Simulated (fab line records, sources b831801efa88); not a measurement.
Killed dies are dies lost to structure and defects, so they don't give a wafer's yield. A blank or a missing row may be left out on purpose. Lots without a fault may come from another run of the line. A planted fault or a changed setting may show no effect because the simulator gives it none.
fab line records | flow sky130
record lots=14 wafers=42 last_day=50
route steps=708 shown SPACER@305 SD_N@350 LOCAL_INTERCONNECT@392 PAD_OPEN@708
lots that met no fault: from a run of the same line without faults
start_h: hours from the record's first day to the start of the lot's first wafer shown | wait_h: hours since the lot's step before | " the same as in the row above | L1.1+2: a row that stands for several wafers | - no value, or no start given | * or withheld: withheld | < > ~ a bound
route shown NAME@n: a module of which the file shows steps, and the number in the route of the first | usual: mean/standard deviation of fault-free wafers | same: alike in all rows | chamber/n: place in a boat | sites: the reading at each site | _std_site: their standard deviation | _edge_site: outer sites' mean less inner sites' | radius_mm: how far each site lies from the wafer's centre | mask NAME#n: copy n | behind: the tool/chamber that last shaped the wafer | hold: why the lot was held/for how many hours/how that ended | device: the transistor (n, p or np) that didn't switch | end of line: the same wafers' tests at the end of the route | a step without rows: its recipe alone | killed: dies lost to structure and defects at the first sort, not the wafer's yield | map: a wafer's dies, x killed, . not, _ none there
set.NAME: the setting as run; set.NAME@STEP: as run at that earlier step | model.NAME: the simulator's own value behind a step, which no gauge read
steps of the route over a sample of lots; a table a step, a row a wafer
services: from which hour (start_h, from the record's first day; less than 0 if before it) a tool's chamber was out of use, for how many hours, and why
## steps
# step SKY_SPACER_THK_MEAS_01
# recipe reads=Si3N4_of_SPACER_CVD_00
# usual SPACER_CVD_00_THK=42.9/0.35
# columns lot.wafer tool chamber start_h wait_h SPACER_CVD_00_THK[nm]
L726.1 film_metro-04 - 538.42 0.0 42.7
L726.4 " - " " 42.9
L726.6 " - " " 43.0
L727.1 film_metro-03 - 538.42 0.0 43.0
L727.2 " - " " 42.9
L727.3 " - " " 43.0
L728.3 film_metro-04 - 565.70 0.0 43.1
L728.5 " - " " 43.0
L728.6 " - " " 43.1
L733.3 film_metro-04 - 605.50 0.0 42.4
L733.4 " - " " 42.8
L733.5 " - " " 42.8
L734.1 film_metro-04 - 629.26 0.0 43.7
L734.4 " - " " 43.5
L734.5 " - " " 43.6
L738.1 film_metro-03 - 640.19 0.0 43.2
L738.4 " - " " 43.3
L738.6 " - " " 43.2
L736.2 film_metro-02 - 640.20 0.0 43.7
L736.3 " - " " 43.4
L736.4 " - " " 43.4
L742.1 film_metro-04 - 672.20 0.0 42.7
L742.4 " - " " 42.5
L742.6 " - " " 42.6
L743.1 film_metro-04 - 674.74 0.0 42.3
L743.2 " - " " 42.8
L743.3 " - " " 42.7
L744.2 film_metro-02 - 692.14 0.0 42.3
L744.4 " - " " 42.3
L744.5 " - " " 42.7
L745.3 film_metro-04 - 698.41 0.0 42.8
L745.4 " - " " 43.3
L745.5 " - " " 42.8
L746.1 film_metro-04 - 705.68 0.0 42.7
L746.3 " - " " 42.5
L746.4 " - " " 42.8
L747.2 film_metro-03 - 713.91 0.0 43.3
L747.3 " - " " 43.1
L747.4 " - " " 43.0
L748.2 film_metro-02 - 715.15 0.0 42.4
L748.5 " - " " 42.7
L748.6 " - " " 42.9
# step SKY_SD_N_OVL_MEAS_08
# usual SD_N_OVL=-0.9/1.4
# columns lot.wafer tool chamber start_h wait_h SD_N_OVL[nm]
L726.1 overlay-01 - 656.25 0.1 1.2
L726.4 " - " " -1.0
L726.6 " - " " 0.7
L727.1 overlay-01 - 656.55 0.1 -0.8
L727.2 " - " " -2.8
L727.3 " - " " -1.5
L728.3 overlay-01 - 681.51 0.1 0.8
L728.5 " - " " 0.5
L728.6 " - " " 0.9
L733.3 overlay-01 - 719.03 0.1 -1.7
L733.4 " - " " -0.3
L733.5 " - " " -0.3
L734.1 overlay-02 - 743.40 0.1 -0.9
L734.4 " - " " 1.5
L734.5 " - " " 0.8
L738.1 overlay-02 - 751.47 0.1 -0.3
L738.4 " - " " -1.6
L738.6 " - " " -0.1
L736.2 overlay-02 - 753.21 0.1 0.1
L736.3 " - " " -1.3
L736.4 " - " " -0.8
L742.1 overlay-02 - 781.65 0.1 -0.3
L742.4 " - " " -1.8
L742.6 " - " " -0.5
L743.1 overlay-02 - 785.05 0.1 -1.5
L743.2 " - " " -1.7
L743.3 " - " " 0.3
L744.2 overlay-01 - 801.11 0.1 -0.6
L744.4 " - " " -2.9
L744.5 " - " " -2.8
L745.3 overlay-02 - 807.21 0.1 -1.1
L745.4 " - " " -0.6
L745.5 " - " " 0.9
L746.1 overlay-01 - 812.60 0.1 0.3
L746.3 " - " " 0.7
L746.4 " - " " 2.6
L747.2 overlay-02 - 822.35 0.1 -1.1
L747.3 " - " " 1.0
L747.4 " - " " -0.5
L748.2 overlay-01 - 824.31 0.1 0.6
L748.5 " - " " -0.1
L748.6 " - " " -0.7
# step SKY_LOCAL_INTERCONNECT_COAT_05
# recipe resist=BARC temp_c=withheld time_s=withheld spin_rpm=3000 resist_thk_nm=60
# usual resist_line_temp_C=* spin_speed_rpm=2999.9/1.9
# columns lot.wafer tool chamber start_h wait_h resist_line_temp_C spin_speed_rpm
L726.1 litho_track-02 0 702.16 0.1 * 2999.5
L726.4 " 0 " " * 3002.2
L726.6 " 0 " " * 3000.8
L727.1 litho_track-01 0 702.95 0.1 * 3000.2
L727.2 " 0 " " * 2998.3
L727.3 " 0 " " * 3000.0
L728.3 litho_track-02 0 726.11 0.1 * 2999.5
L728.5 " 0 " " * 3000.4
L728.6 " 0 " " * 2999.8
L733.3 litho_track-01 0 763.70 0.1 * 3073.4
L733.4 " 0 " " * 3073.2
L733.5 " 0 " " * 3076.9
L734.1 litho_track-01 0 786.00 0.1 * 3073.2
L734.4 " 0 " " * 3069.9
L734.5 " 0 " " * 3076.9
L738.1 litho_track-04 0 794.78 0.1 * 3001.1
L738.4 " 0 " " * 3002.6
L738.6 " 0 " " * 2999.8
L736.2 litho_track-01 0 795.72 0.1 * 3076.6
L736.3 " 0 " " * 3074.6
L736.4 " 0 " " * 3074.7
L742.1 litho_track-02 0 825.41 0.1 * 3001.1
L742.4 " 0 " " * 3001.2
L742.6 " 0 " " * 2997.3
L743.1 litho_track-04 0 827.88 0.1 * 3000.7
L743.2 " 0 " " * 2999.8
L743.3 " 0 " " * 3003.3
L744.2 litho_track-02 0 843.73 0.1 * 3002.6
L744.4 " 0 " " * 2998.9
L744.5 " 0 " " * 2999.2
L745.3 litho_track-02 0 850.16 0.1 * 2997.9
L745.4 " 0 " " * 3003.7
L745.5 " 0 " " * 3001.4
L746.1 litho_track-01 0 854.80 0.1 * 2998.3
L746.3 " 0 " " * 2999.1
L746.4 " 0 " " * 2998.2
L747.2 litho_track-01 0 863.47 0.1 * 2999.9
L747.3 " 0 " " * 3003.8
L747.4 " 0 " " * 3000.6
L748.2 litho_track-04 0 865.70 0.1 * 3001.5
L748.5 " 0 " " * 3000.0
L748.6 " 0 " " * 2999.2
# step SKY_LOCAL_INTERCONNECT_OVL_MEAS_12
# usual LOCAL_INTERCONNECT_OVL=2/4.6
# columns lot.wafer tool chamber start_h wait_h LOCAL_INTERCONNECT_OVL[nm]
L726.1 overlay-01 - 715.62 0.1 4
L726.4 " - " " -1
L726.6 " - " " 6
L727.1 overlay-02 - 716.87 0.1 4
L727.2 " - " " 6
L727.3 " - " " 3
L728.3 overlay-02 - 740.68 0.1 6
L728.5 " - " " 6
L728.6 " - " " -1
L733.3 overlay-01 - 777.11 0.1 1
L733.4 " - " " 0
L733.5 " - " " -3
L734.1 overlay-02 - 800.12 0.1 -4
L734.4 " - " " -5
L734.5 " - " " 3
L738.1 overlay-02 - 808.82 0.1 -2
L738.4 " - " " 8
L738.6 " - " " 1
L736.2 overlay-02 - 809.15 0.1 2
L736.3 " - " " -1
L736.4 " - " " 2
L742.1 overlay-02 - 838.30 0.1 2
L742.4 " - " " -2
L742.6 " - " " 5
L743.1 overlay-01 - 840.73 0.1 2
L743.2 " - " " 4
L743.3 " - " " 2
L744.2 overlay-01 - 857.02 0.1 11
L744.4 " - " " 1
L744.5 " - " " -3
L745.3 overlay-02 - 862.48 0.1 7
L745.4 " - " " 7
L745.5 " - " " 4
L746.1 overlay-01 - 868.25 0.1 -1
L746.3 " - " " -2
L746.4 " - " " 1
L747.2 overlay-02 - 876.70 0.1 1
L747.3 " - " " 7
L747.4 " - " " 6
L748.2 overlay-01 - 879.09 0.1 0
L748.5 " - " " 10
L748.6 " - " " 4
# step SKY_PAD_OPEN_PROBE_99
# usual killed_at_M0_to_M3=44/7.5 killed_at_M4_up=2.9/1.8 killed_at_contacts=24/5.1 killed_at_front_end=16/4.7 killed_at_other=0.3/0.46 killed_dies=87/9.9 killed_open=47/8 killed_short=39/6.3
# same gross_dies=492 killed_at_back_side=0
# columns lot.wafer tool chamber start_h wait_h killed_at_M0_to_M3 killed_at_M4_up killed_at_contacts killed_at_front_end killed_at_other killed_dies killed_open killed_short
L726.1 prober-01 - 1085.00 0.1 52 1 21 21 0 95 48 47
L726.4 prober-01 - 1085.15 0.2 61 5 15 22 1 104 52 51
L726.6 prober-01 - 1085.25 0.2 52 2 28 6 0 88 49 39
L738.1 prober-02 - 1151.22 0.1 55 4 29 16 0 104 67 37
L738.4 prober-02 - 1151.37 0.2 48 0 26 11 0 85 51 34
L738.6 prober-02 - 1151.47 0.2 45 4 30 9 0 88 48 40
L742.1 prober-02 - 1173.88 0.1 56 0 33 19 0 108 65 42
L742.4 prober-02 - 1174.03 0.2 53 3 33 8 0 97 50 47
L742.6 prober-02 - 1174.13 0.2 50 1 31 9 1 92 58 34
L743.1 prober-01 - 1174.47 0.1 32 3 24 19 0 78 36 42
L743.2 prober-01 - 1174.52 0.1 49 2 23 16 0 90 59 31
L743.3 prober-01 - 1174.57 0.2 44 3 29 21 1 98 57 41
L744.2 prober-02 - 1184.65 0.1 51 1 25 14 1 92 45 47
L744.4 prober-02 - 1184.75 0.2 33 3 21 8 2 67 39 28
L744.5 prober-02 - 1184.80 0.2 51 0 21 18 0 90 46 43
L745.3 prober-01 - 1190.75 0.2 46 4 25 13 1 89 55 34
L745.4 prober-01 - 1190.80 0.2 49 1 33 15 0 98 58 40
L745.5 prober-01 - 1190.85 0.2 46 2 27 14 1 90 45 44
L746.1 prober-02 - 1192.30 0.1 49 2 15 12 0 78 37 41
L746.3 prober-02 - 1192.40 0.2 33 1 20 7 0 61 31 30
L746.4 prober-02 - 1192.45 0.2 51 4 27 9 0 91 57 34
# killed by level:class
L726.1 VIA1:geometric_particle:open=12 CONTACT:geometric_particle:open=7 VIA1:geometric_particle:short=7 VIA2:geometric_particle:open=7 VIA3:geometric_particle:open=7 FIELD_ISO:geometric_particle:short=6 POLY_GATE:geometric_particle:short=5 LI_CONTACT:geometric_particle:open=5
L726.4 VIA1:geometric_particle:open=15 VIA2:geometric_particle:open=10 VIA1:geometric_particle:short=8 FIELD_ISO:geometric_particle:short=7 METAL2:geometric_particle:short=6 LI_CONTACT:geometric_particle:open=5 METAL4:geometric_particle:short=5 FIELD_ISO:geometric_particle:open=4
L726.6 VIA1:geometric_particle:open=14 VIA3:geometric_particle:open=10 CONTACT:geometric_particle:open=10 LI_CONTACT:geometric_particle:open=6 METAL1:geometric_particle:short=5 VIA1:geometric_particle:short=5 LI_CONTACT:geometric_particle:short=4 VIA2:geometric_particle:short=4
L738.1 VIA1:geometric_particle:open=20 CONTACT:geometric_particle:open=11 VIA2:geometric_particle:open=9 LI_CONTACT:geometric_particle:open=7 VIA3:geometric_particle:open=7 VIA3:geometric_particle:short=5 FIELD_ISO:geometric_particle:short=4 POLY_GATE:geometric_particle:short=4
L738.4 VIA1:geometric_particle:open=13 LI_CONTACT:geometric_particle:open=10 VIA3:geometric_particle:open=10 CONTACT:geometric_particle:open=7 FIELD_ISO:geometric_particle:short=5 VIA1:geometric_particle:short=5 CONTACT:geometric_particle:short=5 METAL1:geometric_particle:short=4
L738.6 CONTACT:geometric_particle:open=16 VIA1:geometric_particle:open=12 VIA2:geometric_particle:open=9 LOCAL_INTERCONNECT:geometric_particle:short=6 METAL1:geometric_particle:short=5 LI_CONTACT:geometric_particle:open=4 VIA1:geometric_particle:short=4 VIA2:geometric_particle:short=4
L742.1 VIA1:geometric_particle:open=13 LI_CONTACT:geometric_particle:open=11 CONTACT:geometric_particle:open=10 VIA3:geometric_particle:open=8 VIA2:geometric_particle:open=7 VIA1:geometric_particle:short=6 LOCAL_INTERCONNECT:geometric_particle:short=6 METAL2:geometric_particle:short=6
L742.4 VIA1:geometric_particle:open=12 LI_CONTACT:geometric_particle:open=9 CONTACT:geometric_particle:open=9 METAL1:geometric_particle:short=7 VIA1:geometric_particle:short=7 LI_CONTACT:geometric_particle:short=6 VIA3:geometric_particle:open=6 METAL2:geometric_particle:short=6
L742.6 VIA1:geometric_particle:open=12 LI_CONTACT:geometric_particle:open=11 CONTACT:geometric_particle:open=9 LOCAL_INTERCONNECT:geometric_particle:short=6 VIA3:geometric_particle:open=6 METAL2:geometric_particle:short=5 VIA2:geometric_particle:open=5 METAL3:geometric_particle:short=5
L743.1 CONTACT:geometric_particle:open=9 POLY_GATE:geometric_particle:short=6 LI_CONTACT:geometric_particle:open=6 VIA2:geometric_particle:short=6 FIELD_ISO:geometric_particle:open=5 VIA1:geometric_particle:short=5 VIA1:geometric_particle:open=5 CONTACT:geometric_particle:short=4
L743.2 VIA1:geometric_particle:open=16 CONTACT:geometric_particle:open=12 METAL1:geometric_particle:short=7 VIA2:geometric_particle:open=6 VIA3:geometric_particle:open=6 FIELD_ISO:geometric_particle:open=4 FIELD_ISO:geometric_particle:short=4 POLY_GATE:geometric_particle:open=4
L743.3 VIA1:geometric_particle:open=18 CONTACT:geometric_particle:open=13 LI_CONTACT:geometric_particle:open=7 POLY_GATE:geometric_particle:open=6 CONTACT:geometric_particle:short=6 METAL2:geometric_particle:short=6 VIA3:geometric_particle:open=6 FIELD_ISO:geometric_particle:short=5
L744.2 VIA2:geometric_particle:open=11 LI_CONTACT:geometric_particle:open=9 VIA3:geometric_particle:open=9 CONTACT:geometric_particle:short=7 VIA1:geometric_particle:open=6 METAL3:geometric_particle:short=5 VIA3:geometric_particle:short=5 FIELD_ISO:geometric_particle:short=4
L744.4 CONTACT:geometric_particle:open=12 METAL1:geometric_particle:short=8 VIA3:geometric_particle:open=6 METAL3:geometric_particle:short=5 VIA2:geometric_particle:open=4 LI_CONTACT:geometric_particle:open=4 FIELD_ISO:geometric_particle:open=3 VIA1:geometric_particle:open=3
L744.5 VIA2:geometric_particle:open=9 METAL1:geometric_particle:short=8 VIA3:geometric_particle:open=8 CONTACT:geometric_particle:open=7 VIA1:geometric_particle:open=7 VIA1:geometric_particle:short=7 LI_CONTACT:geometric_particle:open=6 FIELD_ISO:geometric_particle:open=5
L745.3 VIA1:geometric_particle:open=14 CONTACT:geometric_particle:open=9 VIA2:geometric_particle:open=6 LOCAL_INTERCONNECT:geometric_particle:short=5 VIA3:geometric_particle:short=5 VIA3:geometric_particle:open=5 LI_CONTACT:geometric_particle:open=4 CONTACT:geometric_particle:short=4
L745.4 CONTACT:geometric_particle:open=18 VIA2:geometric_particle:open=12 VIA1:geometric_particle:open=8 LI_CONTACT:geometric_particle:open=7 VIA1:geometric_particle:short=7 METAL2:geometric_particle:short=6 POLY_GATE:geometric_particle:short=5 CONTACT:geometric_particle:short=5
L745.5 CONTACT:geometric_particle:open=11 VIA3:geometric_particle:open=9 LI_CONTACT:geometric_particle:open=7 VIA1:geometric_particle:short=6 VIA1:geometric_particle:open=6 POLY_GATE:geometric_particle:open=5 METAL1:geometric_particle:short=5 CONTACT:geometric_particle:short=5
L746.1 VIA1:geometric_particle:open=11 METAL2:geometric_particle:short=7 VIA2:geometric_particle:open=7 LI_CONTACT:geometric_particle:open=6 VIA3:geometric_particle:short=6 CONTACT:geometric_particle:short=5 VIA2:geometric_particle:short=4 METAL3:geometric_particle:short=4
L746.3 VIA2:geometric_particle:open=7 CONTACT:geometric_particle:open=6 CONTACT:geometric_particle:short=5 METAL2:geometric_particle:short=5 VIA1:geometric_particle:open=5 VIA3:geometric_particle:open=4 METAL1:geometric_particle:short=4 LI_CONTACT:geometric_particle:open=3
L746.4 CONTACT:geometric_particle:open=11 VIA1:geometric_particle:open=10 VIA3:geometric_particle:open=10 VIA2:geometric_particle:open=9 LI_CONTACT:geometric_particle:open=5 METAL2:geometric_particle:short=5 FIELD_ISO:geometric_particle:open=4 LI_CONTACT:geometric_particle:short=4
## services
# columns tool chamber start_h hours kind
litho_track-04 - 711.71 - consumable_replace:filter
## key
first_sign step=SKY_LOCAL_INTERCONNECT_COAT_05 reading=spin_speed_rpm direction=up sigmas=39 usual=2999.9 struck=3074.4
effect none on later readings
met_at SKY_LOCAL_INTERCONNECT_COAT_05
struck_lots L733,L734,L736
tester_left_out L733,L734,L736
not_acting_at SKY_SPACER_THK_MEAS_01,SKY_SD_N_OVL_MEAS_08,SKY_LOCAL_INTERCONNECT_OVL_MEAS_12
onset_between 702.95 763.70
fault kind=process_parameter_drift tool=litho_track-01 chamber=- onset_h=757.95 steps=SKY_LOCAL_INTERCONNECT_COAT_05 channel=spin_rpm offset=75.88 shape=step end_h=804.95 acts_in=these_recipes_only stated=3000
# tester_left_out: of these lots the tester's yield and bins aren't shown, on N5 and GAA mostly nor the transistor test; their killed dies are dies lost to structure and defects alone, not to doping, threshold or leakage, so they don't give the yield
